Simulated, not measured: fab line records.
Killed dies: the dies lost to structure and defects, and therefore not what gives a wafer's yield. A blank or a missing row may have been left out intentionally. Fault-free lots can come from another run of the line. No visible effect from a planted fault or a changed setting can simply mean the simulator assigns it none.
Matching of chambers	flow sky130	SKY_VIA2_ETCH_15 on rie-diel-01: 4 sister chambers
The step etches SiO2 in C4F8/O2/Ar, stops on TiN, target depth 546 nm, time 84 s. 4 wafers are shown with their chamber, then 12 later ones without.

== WAFERS PAIRED WITH THEIR CHAMBERS ==
wafer	chamber	oes-product-au (a.u.)
L086.2	3	0.935
L088.6	2	0.942
L089.1	1	0.942
L089.4	0	0.939

== WAFERS WHOSE CHAMBER IS MISSING ==
wafer	oes-product-au (a.u.)
L091.2	0.948
L091.3	0.939
L091.6	0.946
L093.3	0.930
L093.4	0.944
L093.6	0.951
L095.3	0.938
L095.4	0.941
L095.6	0.938
L096.2	0.942
L096.5	0.942
L096.6	0.940

== WHICH CHAMBER EACH WENT THROUGH ==
wafer	from the rows above	in truth
L091.2	can't be placed: 1 or 2 or 0 or 3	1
L091.3	can't be placed: 0 or 1 or 2 or 3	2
L091.6	can't be placed: 1 or 2 or 0 or 3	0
L093.3	can't be placed: 3 or 0 or 1 or 2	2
L093.4	can't be placed: 1 or 2 or 0 or 3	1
L093.6	can't be placed: 1 or 2 or 0 or 3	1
L095.3	can't be placed: 0 or 3 or 1 or 2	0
L095.4	can't be placed: 1 or 2 or 0 or 3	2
L095.6	can't be placed: 0 or 3 or 1 or 2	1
L096.2	can't be placed: 1 or 2 or 0 or 3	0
L096.5	can't be placed: 1 or 2 or 0 or 3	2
L096.6	can't be placed: 0 or 1 or 2 or 3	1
Correct placement for 0 of the 12. From these rows, 12 cannot be placed; in 12 the true chamber is one of the candidates. Placed wrongly: 0.
How it was worked out, from the rows above alone: a wafer's distance from a chamber is the root of the sum, over the readings, of the square of ((its reading less the chamber's mean) divided by the reading's scatter). If the next closest chamber is less than 2 further off than the closest, the wafer can't be placed; otherwise it belongs to the closest. A chamber's mean is the mean of its shown wafers. The scatter: with one shown wafer a chamber, the root of the mean of the squares of how far each hidden wafer lies from its nearest shown one.
